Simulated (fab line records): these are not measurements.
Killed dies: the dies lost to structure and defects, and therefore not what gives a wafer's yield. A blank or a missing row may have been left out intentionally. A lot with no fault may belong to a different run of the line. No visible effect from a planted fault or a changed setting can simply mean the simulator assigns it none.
Chamber matching / flow sky130 / SKY_VIA2_CMP_24 on cmp-01 has 4 sister chambers
The step polishes, stops on SiO2, t overpolish 20 s, target thk 0 nm. 4 wafers are shown with their chamber, then 8 later ones without.

== WAFERS PAIRED WITH THEIR CHAMBERS ==
wafer=L312.6; chamber=3; motorCurrentA (A)=11.4
wafer=L315.5; chamber=1; motorCurrentA (A)=12.6
wafer=L315.6; chamber=0; motorCurrentA (A)=9.8
wafer=L326.2; chamber=2; motorCurrentA (A)=9.1

== WAFERS WITHOUT THEIR CHAMBER ==
wafer=L326.4; motorCurrentA (A)=9.9
wafer=L326.5; motorCurrentA (A)=9.9
wafer=L327.2; motorCurrentA (A)=12.6
wafer=L327.4; motorCurrentA (A)=11.1
wafer=L327.6; motorCurrentA (A)=9.1
wafer=L331.1; motorCurrentA (A)=10.8
wafer=L331.3; motorCurrentA (A)=12.3
wafer=L331.6; motorCurrentA (A)=11.4

== EACH ONE'S CHAMBER ==
wafer=L326.4; from the rows above=0; in truth=0
wafer=L326.5; from the rows above=0; in truth=0
wafer=L327.2; from the rows above=1; in truth=1
wafer=L327.4; from the rows above=3; in truth=3
wafer=L327.6; from the rows above=2; in truth=2
wafer=L331.1; from the rows above=can't be placed: 3 or 0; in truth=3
wafer=L331.3; from the rows above=1; in truth=1
wafer=L331.6; from the rows above=3; in truth=3
Correctly placed: 7 of 8. Not placeable from these rows: 1 (in 1, the candidates include the true chamber). Placed wrongly: 0.
How it was worked out, from the rows above alone: a wafer's distance from a chamber is the root of the sum, over the readings, of the square of ((its reading less the chamber's mean) divided by the reading's scatter). If the next closest chamber is less than 2 further off than the closest, the wafer can't be placed; otherwise it belongs to the closest. Each chamber's mean is taken over the wafers shown for it. The scatter: root of mean squared gap, hidden wafer to nearest shown wafer, with one shown wafer a chamber.
